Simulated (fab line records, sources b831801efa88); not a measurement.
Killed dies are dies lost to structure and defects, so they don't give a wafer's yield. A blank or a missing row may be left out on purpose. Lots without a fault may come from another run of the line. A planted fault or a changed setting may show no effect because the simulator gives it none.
Chamber matching | flow sfq_line | SFQ_TRILAYER_I1_CMP_CMP_046 on cmp-01: 4 sister chambers
The step polishes SiO2. 8 wafers are shown with their chamber, then 8 later ones without.

WAFERS WITH THEIR CHAMBER
wafer  | chamber | motor_current_A (A) | time_to_endpoint_s (s)
L688.2 | 0       | 11.2                | 212
L688.6 | 0       | 11.5                | 214
L691.4 | 3       | 11.5                | 228
L691.5 | 3       | 11.7                | 223
L694.1 | 2       | 11.4                | 202
L694.5 | 1       | 9.6                 | 204
L694.6 | 2       | 10.7                | 205
L695.1 | 1       | 9.7                 | 207

WAFERS WITHOUT THEIR CHAMBER
wafer  | motor_current_A (A) | time_to_endpoint_s (s)
L695.2 | 11.7                | 212
L695.5 | 11.5                | 234
L696.1 | 11.0                | 243
L696.4 | 9.7                 | 209
L696.6 | 11.8                | 207
L699.3 | 9.6                 | 214
L699.4 | 11.9                | 241
L699.5 | 11.1                | 224

WHICH CHAMBER EACH WENT THROUGH
wafer  | from the rows above     | in truth
L695.2 | 0                       | 0
L695.5 | 3                       | 3
L696.1 | 3                       | 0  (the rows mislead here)
L696.4 | 1                       | 1
L696.6 | can't be placed: 0 or 2 | 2
L699.3 | 1                       | 1
L699.4 | 3                       | 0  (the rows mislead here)
L699.5 | 3                       | 3
Placed correctly: 5 of 8. Can't be placed from these rows: 1 (the true chamber is among the candidates in 1). Placed wrongly: 2.
How it was worked out, from the rows above alone: a wafer's distance from a chamber is the root of the sum, over the readings, of the square of ((its reading less the chamber's mean) divided by the reading's scatter). The wafer belongs to the nearest chamber; if the next one is less than 2 further off, it can't be placed. A chamber's mean is the mean of its shown wafers. The scatter: the root of (the sum of the squares of (reading less its chamber's mean) over the shown wafers, divided by (wafers less chambers)).
